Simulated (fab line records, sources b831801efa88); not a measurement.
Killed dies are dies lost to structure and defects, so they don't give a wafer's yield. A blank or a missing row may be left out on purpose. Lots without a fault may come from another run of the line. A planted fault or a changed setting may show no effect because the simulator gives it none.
fab line records | flow sky130 | part 1 of 2: steps 1 to 28 of 38
record lots=5 wafers=15 last_day=51
route steps=708 shown VIA1@473 METAL2@483 VIA2@507
lots that met no fault: from a run of the same line without faults
start_h: hours from the record's first day to the start of the lot's first wafer shown | wait_h: hours since the lot's step before | " the same as in the row above | L1.1+2: a row that stands for several wafers | - no value, or no start given | * or withheld: withheld | < > ~ a bound
route shown NAME@n: a module of which the file shows steps, and the number in the route of the first | usual: mean/standard deviation of fault-free wafers | same: alike in all rows | chamber/n: place in a boat | sites: the reading at each site | _std_site: their standard deviation | _edge_site: outer sites' mean less inner sites' | radius_mm: how far each site lies from the wafer's centre | mask NAME#n: copy n | behind: the tool/chamber that last shaped the wafer | hold: why the lot was held/for how many hours/how that ended | device: the transistor (n, p or np) that didn't switch | end of line: the same wafers' tests at the end of the route | a step without rows: its recipe alone | killed: dies lost to structure and defects at the first sort, not the wafer's yield | map: a wafer's dies, x killed, . not, _ none there
set.NAME: the setting as run; set.NAME@STEP: as run at that earlier step | model.NAME: the simulator's own value behind a step, which no gauge read
lots at some steps of the route; a table a step, a row a wafer
services: from which hour (start_h, from the record's first day; less than 0 if before it) a tool's chamber was out of use, for how many hours, and why
## steps
# step SKY_VIA1_ETCH_15
# recipe target=SiO2 chemistry=C4F8/O2/Ar target_depth_nm=351 stop_on=TiN mask_material=KrF-thick source_w=1500 bias_w=1200 pressure_mtorr=40 c4f8_flow_sccm=withheld O2_flow_sccm=6 Ar_flow_sccm=300 time_s=54
# usual oes_product_au=0.982/0.0052
# columns lot.wafer tool chamber start_h wait_h oes_product_au rf_hours_counter_h
L082.3 rie_diel-03 1 883.54 0.0 0.986 7
L082.4 " 2 " " 0.982 8
L082.6 " 0 " " 0.983 -
L083.2 rie_diel-02 3 884.89 0.0 0.979 8
L083.4 " 1 " " 0.980 -
L083.6 " 0 " " 0.969 -
L091.2 rie_diel-03 1 929.29 0.0 0.982 8
L091.3 " 3 " " 0.982 8
L091.6 " 0 " " 0.990 -
L096.3 rie_diel-04 3 962.54 0.0 0.976 15
L096.5 " 0 " " 0.985 -
L096.6 " 1 " " 0.985 -
L097.1 rie_diel-04 1 972.22 0.0 0.987 13
L097.2 " 2 " " 0.987 16
L097.3 " 0 " " 0.984 10
# step SKY_VIA1_STRIP_16
# recipe chemistry=O2/N2 power_w=1400 pressure_mtorr=1500 platen_temp_c=withheld o2_flow_sccm=3000 n2_flow_sccm=300 overash_fraction=0.5
# usual drypump_motor_current_A=5.6/0.32 n2_flow_sccm=299.8/0.99 oes_product_au=0.415/0.0047 strip_time_to_endpoint_s=4.452/0.019
# columns lot.wafer tool chamber start_h wait_h drypump_motor_current_A n2_flow_sccm oes_product_au rf_hours_counter_h strip_time_to_endpoint_s
L082.3 plasma_asher-02 1 883.62 0.1 5.9 300.6 0.410 - 4.462
L082.4 " 0 " " 5.7 300.9 0.411 - 4.429
L082.6 " 1 " " 5.9 299.2 0.417 - 4.455
L083.2 plasma_asher-04 1 884.94 0.0 5.8 298.5 0.416 44 4.421
L083.4 " 1 " " 5.9 299.8 0.417 - 4.440
L083.6 " 1 " " 5.9 299.0 0.421 - 4.419
L091.2 plasma_asher-02 1 929.34 0.0 5.9 301.1 0.412 19 4.481
L091.3 " 1 " " 5.9 301.7 0.420 - 4.475
L091.6 " 0 " " 5.7 300.5 0.420 - 4.428
L096.3 plasma_asher-02 1 962.62 0.1 5.9 302.1 0.412 - 4.490
L096.5 " 1 " " 5.9 300.5 0.417 - 4.436
L096.6 " 0 " " 5.7 299.6 0.406 - 4.457
L097.1 plasma_asher-01 1 972.26 0.0 5.3 299.1 0.418 84 4.463
L097.2 " 0 " " 5.1 300.2 0.413 84 4.437
L097.3 " 1 " " 5.3 299.3 0.422 - 4.421
# step SKY_VIA1_STRIP_17
# recipe chemistry=post_etch_residue_remover time_s=1200 temp_c=72.5
# columns lot.wafer tool chamber start_h wait_h
L082.3+4+6 wet_bench-04 1 883.68 0.0
L083.2+4+6 wet_bench-01 2 885.04 0.1
L091.2+3+6 wet_bench-04 2 929.44 0.1
L096.3+5+6 wet_bench-01 2 962.68 0.0
L097.1+2+3 wet_bench-01 0 972.37 0.1
# step SKY_VIA1_CLEAN_18
# recipe chemistry=IPA time_s=180 temp_c=25
# columns lot.wafer tool chamber start_h wait_h
L082.3+4+6 wet_bench-03 0 884.02 0.0
L083.2+4+6 wet_bench-01 0 885.38 0.0
L091.2+3+6 wet_bench-01 2 929.81 0.0
L096.3+5+6 wet_bench-03 2 963.02 0.0
L097.1+2+3 wet_bench-03 2 972.71 0.0
# step SKY_VIA1_CLEAN_19
# recipe chemistry=O3/DIW dry=n2_spin
# columns lot.wafer tool chamber start_h wait_h
L082.3+4+6 wet_bench-04 0 884.09 0.0
L083.2+4+6 wet_bench-04 0 885.44 0.0
L091.2+3+6 wet_bench-03 1 929.87 0.0
L096.3+5+6 wet_bench-01 0 963.08 0.0
L097.1+2+3 wet_bench-04 1 972.77 0.0
# step SKY_VIA1_SPUTTER_20
# recipe material=TiN target_thk_nm=20 chamber_pressure_pa=5 power_w=4000 time_s=80
# usual throttle_valve_pct=30.2/1.3
# columns lot.wafer tool chamber start_h wait_h throttle_valve_pct
L082.3 pvd_sputter-03 - 884.19 0.0 28.5
L082.4 " - " " 28.1
L082.6 " - " " 28.9
L083.2 pvd_sputter-04 - 885.53 0.0 32.6
L083.4 " - " " 29.3
L083.6 " - " " 31.7
L091.2 pvd_sputter-03 - 929.96 0.0 28.7
L091.3 " - " " 27.9
L091.6 " - " " 30.4
L096.3 pvd_sputter-02 - 963.17 0.0 30.2
L096.5 " - " " 30.9
L096.6 " - " " 29.7
L097.1 pvd_sputter-02 - 972.86 0.0 31.0
L097.2 " - " " 30.1
L097.3 " - " " 30.2
# step SKY_VIA1_CVD_21
# recipe material=W target_thk_nm=270 time_s=80.902 temp_c=400 pressure_torr=40
# usual heater_power_w=825/120
# columns lot.wafer tool chamber start_h wait_h heater_power_w
L082.3 cvd_w-02 0 884.28 0.1 836
L082.4 " 1 " " 914
L082.6 " 0 " " 829
L083.2 cvd_w-01 0 885.59 0.0 930
L083.4 " 0 " " 916
L083.6 " 0 " " 929
L091.2 cvd_w-01 1 930.02 0.0 679
L091.3 " 1 " " 676
L091.6 " 1 " " 687
L096.3 cvd_w-02 1 963.27 0.1 849
L096.5 " 1 " " 846
L096.6 " 0 " " 774
L097.1 cvd_w-01 0 972.92 0.0 930
L097.2 " 1 " " 682
L097.3 " 0 " " 931
# step SKY_VIA1_RS_MEAS_22
# recipe thk_meas_gauge=four-point-probe reads=W_of_VIA1_CVD_21+TiN_of_VIA1_SPUTTER_20
# usual VIA1_W_RS=0.432/0.0053
# columns lot.wafer tool chamber start_h wait_h VIA1_W_RS[ohm/sq]
L082.3 film_metro-03 - 884.38 0.1 0.431
L082.4 " - " " 0.436
L082.6 " - " " 0.426
L083.2 film_metro-02 - 885.70 0.1 0.437
L083.4 " - " " 0.431
L083.6 " - " " 0.434
L091.2 film_metro-04 - 930.14 0.1 0.425
L091.3 " - " " 0.424
L091.6 " - " " 0.430
L096.3 film_metro-02 - 963.37 0.1 0.413
L096.5 " - " " 0.414
L096.6 " - " " 0.422
L097.1 film_metro-04 - 973.01 0.1 0.434
L097.2 " - " " 0.431
L097.3 " - " " 0.438
# step SKY_VIA1_THK_MEAS_23
# recipe thk_meas_gauge=xrf reads=W_of_VIA1_CVD_21
# usual VIA1_W_THK=270/3.8
# columns lot.wafer tool chamber start_h wait_h VIA1_W_THK[nm]
L082.3 film_metro-03 - 884.48 0.1 271
L082.4 " - " " 268
L082.6 " - " " 274
L083.2 film_metro-02 - 885.81 0.1 262
L083.4 " - " " 267
L083.6 " - " " 263
L091.2 film_metro-04 - 930.25 0.1 274
L091.3 " - " " 276
L091.6 " - " " 271
L096.3 film_metro-02 - 963.47 0.1 281
L096.5 " - " " 281
L096.6 " - " " 277
L097.1 film_metro-04 - 973.13 0.1 269
L097.2 " - " " 270
L097.3 " - " " 265
# step SKY_VIA1_CMP_24
# recipe stop_on=SiO2 t_overpolish_s=15 down_force_psi=3.5 platen_rpm=60 target_thk_nm=0 pad_velocity_m_s=0.94248
# usual motor_current_A=10.7/0.59 overpolish_run_s=15.001/0.0087 time_to_endpoint_s=64.4/2.9
# columns lot.wafer tool chamber start_h wait_h motor_current_A overpolish_run_s time_to_endpoint_s
L082.3 cmp-01 2 884.52 0.0 10.8 15.005 66.1
L082.4 " 3 " " 11.8 15.003 64.4
L082.6 " 2 " " 10.7 15.000 65.9
L083.4 cmp-02 1 885.86 0.0 10.7 15.009 60.6
L083.2 " 3 " " 11.2 15.018 61.4
L083.6 " 1 " " 10.7 14.992 65.4
L091.3 cmp-01 1 930.30 0.0 10.7 14.989 68.8
L091.2 " 3 " " 11.1 14.996 63.9
L091.6 " 2 " " 10.5 15.003 64.0
L096.3 cmp-02 2 963.51 0.0 11.1 14.994 67.3
L096.6 " 2 " " 11.6 14.992 63.3
L096.5 " 3 " " 11.4 15.007 67.4
L097.1 cmp-01 2 973.66 0.5 11.0 14.992 62.6
L097.3 " 3 " " 11.3 14.982 57.9
L097.2 " 0 " " 9.3 15.006 64.8
# step SKY_METAL2_SPUTTER_00
# recipe material=Ti target_thk_nm=15 power_w=3000 time_s=10 chamber_pressure_pa=0.4
# usual throttle_valve_pct=29.5/1
# columns lot.wafer tool chamber start_h wait_h throttle_valve_pct
L082.3 pvd_sputter-01 - 884.82 0.2 28.3
L082.4 " - " " 27.6
L082.6 " - " " 28.1
L083.2 pvd_sputter-02 - 886.16 0.1 30.8
L083.4 " - " " 29.6
L083.6 " - " " 29.8
L091.2 pvd_sputter-01 - 930.60 0.1 30.1
L091.3 " - " " 28.2
L091.6 " - " " 30.3
L096.3 pvd_sputter-02 - 963.81 0.2 29.7
L096.5 " - " " 29.7
L096.6 " - " " 30.1
L097.1 pvd_sputter-01 - 973.96 0.2 30.1
L097.2 " - " " 28.3
L097.3 " - " " 27.7
# step SKY_METAL2_SPUTTER_01
# recipe material=TiN target_thk_nm=20 power_w=6500 time_s=16.7 chamber_pressure_pa=0.4
# usual throttle_valve_pct=29.5/1
# columns lot.wafer tool chamber start_h wait_h throttle_valve_pct
L082.3 pvd_sputter-01 - 884.84 0.0 28.4
L082.4 " - " " 27.8
L082.6 " - " " 28.1
L083.2 pvd_sputter-02 - 886.18 0.0 30.9
L083.4 " - " " 29.9
L083.6 " - " " 30.0
L091.2 pvd_sputter-01 - 930.62 0.0 30.3
L091.3 " - " " 28.2
L091.6 " - " " 30.2
L096.3 pvd_sputter-02 - 963.83 0.0 29.9
L096.5 " - " " 29.6
L096.6 " - " " 30.1
L097.1 pvd_sputter-01 - 973.98 0.0 30.2
L097.2 " - " " 28.2
L097.3 " - " " 28.1
# step SKY_METAL2_SPUTTER_02
# recipe material=AlCu target_thk_nm=250 power_w=10600 time_s=13.3 chamber_pressure_pa=0.4
# usual throttle_valve_pct=29.5/1
# columns lot.wafer tool chamber start_h wait_h throttle_valve_pct
L082.3 pvd_sputter-01 - 884.87 0.0 27.9
L082.4 " - " " 27.7
L082.6 " - " " 28.3
L083.2 pvd_sputter-02 - 886.21 0.0 30.7
L083.4 " - " " 29.8
L083.6 " - " " 30.0
L091.2 pvd_sputter-01 - 930.65 0.0 30.2
L091.3 " - " " 28.2
L091.6 " - " " 30.2
L096.3 pvd_sputter-02 - 963.86 0.0 30.0
L096.5 " - " " 29.9
L096.6 " - " " 30.1
L097.1 pvd_sputter-01 - 974.01 0.0 30.2
L097.2 " - " " 28.4
L097.3 " - " " 27.9
# step SKY_METAL2_SPUTTER_03
# recipe material=Ti target_thk_nm=5 power_w=3000 time_s=3.3 chamber_pressure_pa=0.4
# usual throttle_valve_pct=29.5/1
# columns lot.wafer tool chamber start_h wait_h throttle_valve_pct
L082.3 pvd_sputter-01 - 884.89 0.0 28.4
L082.4 " - " " 27.9
L082.6 " - " " 28.1
L083.2 pvd_sputter-02 - 886.23 0.0 31.0
L083.4 " - " " 29.8
L083.6 " - " " 29.9
L091.2 pvd_sputter-01 - 930.67 0.0 30.3
L091.3 " - " " 28.1
L091.6 " - " " 30.2
L096.3 pvd_sputter-02 - 963.88 0.0 29.7
L096.5 " - " " 29.7
L096.6 " - " " 30.3
L097.1 pvd_sputter-01 - 974.03 0.0 30.0
L097.2 " - " " 28.3
L097.3 " - " " 27.8
# step SKY_METAL2_SPUTTER_04
# recipe material=TiN target_thk_nm=70 power_w=6500 time_s=58.3 chamber_pressure_pa=0.4
# usual throttle_valve_pct=29.5/1
# columns lot.wafer tool chamber start_h wait_h throttle_valve_pct
L082.3 pvd_sputter-01 - 884.91 0.0 28.1
L082.4 " - " " 27.7
L082.6 " - " " 28.2
L083.2 pvd_sputter-02 - 886.25 0.0 31.0
L083.4 " - " " 30.2
L083.6 " - " " 30.0
L091.2 pvd_sputter-01 - 930.69 0.0 30.1
L091.3 " - " " 28.2
L091.6 " - " " 30.4
L096.3 pvd_sputter-02 - 963.90 0.0 29.9
L096.5 " - " " 29.7
L096.6 " - " " 30.1
L097.1 pvd_sputter-01 - 974.05 0.0 30.1
L097.2 " - " " 28.4
L097.3 " - " " 27.7
# step SKY_METAL2_RS_MEAS_05
# recipe thk_meas_gauge=four-point-probe reads=TiN_of_METAL2_SPUTTER_04+Ti_of_METAL2_SPUTTER_03+AlCu_of_METAL2_SPUTTER_02+TiN_of_METAL2_SPUTTER_01+Ti_of_METAL2_SPUTTER_00
# usual METAL2_ALCU_RS=0.1264/0.0014
# columns lot.wafer tool chamber start_h wait_h METAL2_ALCU_RS[ohm/sq]
L082.3 film_metro-01 - 885.00 0.1 0.1295
L082.4 " - " " 0.1270
L082.6 " - " " 0.1297
L083.2 film_metro-04 - 886.32 0.0 0.1268
L083.4 " - " " 0.1261
L083.6 " - " " 0.1248
L091.2 film_metro-02 - 930.76 0.0 0.1271
L091.3 " - " " 0.1289
L091.6 " - " " 0.1277
L096.3 film_metro-02 - 963.99 0.1 0.1273
L096.5 " - " " 0.1257
L096.6 " - " " 0.1263
L097.1 film_metro-02 - 974.10 0.0 0.1251
L097.2 " - " " 0.1249
L097.3 " - " " 0.1244
# step SKY_METAL2_THK_MEAS_06
# recipe thk_meas_gauge=xrf reads=AlCu_of_METAL2_SPUTTER_02
# usual METAL2_ALCU_THK=252/3.3
# columns lot.wafer tool chamber start_h wait_h METAL2_ALCU_THK[nm]
L082.3 film_metro-01 - 885.10 0.1 242
L082.4 " - " " 248
L082.6 " - " " 243
L083.2 film_metro-04 - 886.43 0.1 251
L083.4 " - " " 252
L083.6 " - " " 252
L091.2 film_metro-02 - 930.87 0.1 251
L091.3 " - " " 249
L091.6 " - " " 250
L096.3 film_metro-02 - 964.09 0.1 252
L096.5 " - " " 254
L096.6 " - " " 254
L097.1 film_metro-02 - 974.22 0.1 256
L097.2 " - " " 256
L097.3 " - " " 257
# step SKY_METAL2_DEHYDRATE_07
# recipe temp_c=200 time_s=60
# usual plate_temp_C=200.07/0.15
# columns lot.wafer tool chamber start_h wait_h plate_temp_C
L082.3 litho_track-02 0 896.92 11.8 199.98
L082.4 " 0 " " 199.88
L082.6 " 0 " " 200.10
L083.2 litho_track-04 0 898.82 12.4 200.02
L083.4 " 0 " " 200.32
L083.6 " 0 " " 199.87
L091.2 litho_track-04 0 943.07 12.2 200.24
L091.3 " 0 " " 199.99
L091.6 " 0 " " 200.42
L096.3 litho_track-02 0 974.37 10.3 199.93
L096.5 " 0 " " 199.98
L096.6 " 0 " " 199.85
L097.1 litho_track-03 0 986.89 12.7 200.05
L097.2 " 0 " " 200.20
L097.3 " 0 " " 200.27
# step SKY_METAL2_HMDS_08
# recipe prime_time_s=60 prime_temp_c=120
# columns lot.wafer tool chamber start_h wait_h
L082.3+4+6 litho_track-02 0 897.07 0.1
L083.2+4+6 litho_track-04 0 898.97 0.1
L091.2+3+6 litho_track-04 0 943.22 0.1
L096.3+5+6 litho_track-02 0 974.52 0.1
L097.1+2+3 litho_track-03 0 987.04 0.1
# step SKY_METAL2_COAT_09
# recipe resist=BARC temp_c=withheld time_s=withheld spin_rpm=3000 resist_thk_nm=60
# columns lot.wafer tool chamber start_h wait_h
L082.3+4+6 litho_track-02 0 897.22 0.1
L083.2+4+6 litho_track-04 0 899.12 0.1
L091.2+3+6 litho_track-04 0 943.37 0.1
L096.3+5+6 litho_track-02 0 974.67 0.1
L097.1+2+3 litho_track-03 0 987.19 0.1
# step SKY_METAL2_COAT_10
# recipe resist=KrF-thick spin_rpm=3000 resist_thk_nm=450
# columns lot.wafer tool chamber start_h wait_h
L082.3+4+6 litho_track-02 0 - -
L083.2+4+6 litho_track-04 0 - -
L091.2+3+6 litho_track-04 0 - -
L096.3+5+6 litho_track-02 0 - -
L097.1+2+3 litho_track-03 0 - -
# step SKY_METAL2_SOFTBAKE_11
# recipe temp_c=100 time_s=90 resist=KrF-thick
# usual plate_temp_C=100.01/0.14
# columns lot.wafer tool chamber start_h wait_h plate_temp_C
L082.3 litho_track-02 0 - - 100.01
L082.4 " 0 " " 100.01
L082.6 " 0 " " 99.86
L083.2 litho_track-04 0 - - 99.80
L083.4 " 0 " " 99.96
L083.6 " 0 " " 100.00
L091.2 litho_track-04 0 - - 99.86
L091.3 " 0 " " 100.04
L091.6 " 0 " " 99.89
L096.3 litho_track-02 0 - - 100.21
L096.5 " 0 " " 100.12
L096.6 " 0 " " 100.30
L097.1 litho_track-03 0 - - 100.00
L097.2 " 0 " " 100.01
L097.3 " 0 " " 99.74
# step SKY_METAL2_EXPOSE_12
# recipe mask_id=MM2 na=0.8 source_shape=annular sigma_inner=0.55 sigma_outer=0.85 target_cd_nm=140 dose_mj=28
# columns lot.wafer tool chamber start_h wait_h mask
L082.3+4+6 krf_scanner-01 0 - - MM2#0
L083.2+4+6 krf_scanner-01 0 - - MM2#0
L091.2+3+6 krf_scanner-01 0 - - MM2#0
L096.3+5+6 krf_scanner-02 0 - - MM2#0
L097.1+2+3 krf_scanner-02 0 - - MM2#0
# step SKY_METAL2_PEB_13
# recipe peb_temp_c=withheld peb_time_s=withheld resist=KrF-thick
# columns lot.wafer tool chamber start_h wait_h
L082.3+4+6 litho_track-03 0 - -
L083.2+4+6 litho_track-03 0 - -
L091.2+3+6 litho_track-04 0 - -
L096.3+5+6 litho_track-04 0 - -
L097.1+2+3 litho_track-02 0 - -
# step SKY_METAL2_DEVELOP_14
# recipe develop_time_s=60 resist=KrF-thick dev_temp_c=21
# columns lot.wafer tool chamber start_h wait_h
L082.3+4+6 litho_track-03 0 - -
L083.2+4+6 litho_track-03 0 - -
L091.2+3+6 litho_track-04 0 - -
L096.3+5+6 litho_track-04 0 - -
L097.1+2+3 litho_track-02 0 - -
# step SKY_METAL2_CD_MEAS_15
# recipe target_cd_nm=140
# usual cd_nm=140.1/1.4
# columns lot.wafer tool chamber start_h wait_h cd_nm
L082.3 cd_sem-01 - 911.08 - 142.6
L082.4 " - " " 140.4
L082.6 " - " " 141.7
L083.2 cd_sem-01 - 912.66 - 139.9
L083.4 " - " " 139.1
L083.6 " - " " 139.0
L091.2 cd_sem-02 - 956.41 - 139.7
L091.3 " - " " 138.3
L091.6 " - " " 138.5
L096.3 cd_sem-01 - 988.43 - 142.1
L096.5 " - " " 142.1
L096.6 " - " " 142.1
L097.1 cd_sem-01 - 998.92 - 140.3
L097.2 " - " " 139.8
L097.3 " - " " 139.4
# step SKY_METAL2_OVL_MEAS_16
# usual METAL2_OVL=6/6.3
# columns lot.wafer tool chamber start_h wait_h METAL2_OVL[nm]
L082.3 overlay-01 - 911.17 0.1 16
L082.4 " - " " 5
L082.6 " - " " 19
L083.2 overlay-01 - 912.76 0.1 -1
L083.4 " - " " -6
L083.6 " - " " -3
L091.2 overlay-01 - 956.52 0.1 5
L091.3 " - " " 5
L091.6 " - " " -1
L096.3 overlay-01 - 988.52 0.1 -1
L096.5 " - " " 13
L096.6 " - " " 2
L097.1 overlay-01 - 999.04 0.1 7
L097.2 " - " " 11
L097.3 " - " " 15
# step SKY_METAL2_DESCUM_17
# recipe chemistry=O2 source_power_w=150 bias_power_w=0 pressure_mtorr=10 temp_c=40 time_s=8
# usual drypump_motor_current_A=6.06/0.29 oes_product_au=0.997/0.011
# columns lot.wafer tool chamber start_h wait_h drypump_motor_current_A oes_product_au rf_hours_counter_h
L082.3 rie_metal-03 1 911.21 0.0 5.84 1.004 -
L082.4 " 0 " " 6.15 0.980 -
L082.6 " 0 " " 6.16 0.985 -
L083.2 rie_metal-04 1 912.79 0.0 6.50 0.994 3
L083.4 " 0 " " 5.63 0.976 -
L083.6 " 0 " " 5.66 0.978 -
L091.2 rie_metal-02 0 956.55 0.0 5.88 1.012 13
L091.3 " 0 " " 5.89 1.010 -
L091.6 " 0 " " 5.89 1.011 -
L096.3 rie_metal-02 1 988.56 0.0 6.28 1.018 -
L096.5 " 1 " " 6.29 1.011 -
L096.6 " 0 " " 5.89 1.012 -
L097.1 rie_metal-04 1 999.07 0.0 6.50 0.986 8
L097.2 " 0 " " 5.64 0.974 13
L097.3 " 0 " " 5.65 0.988 -
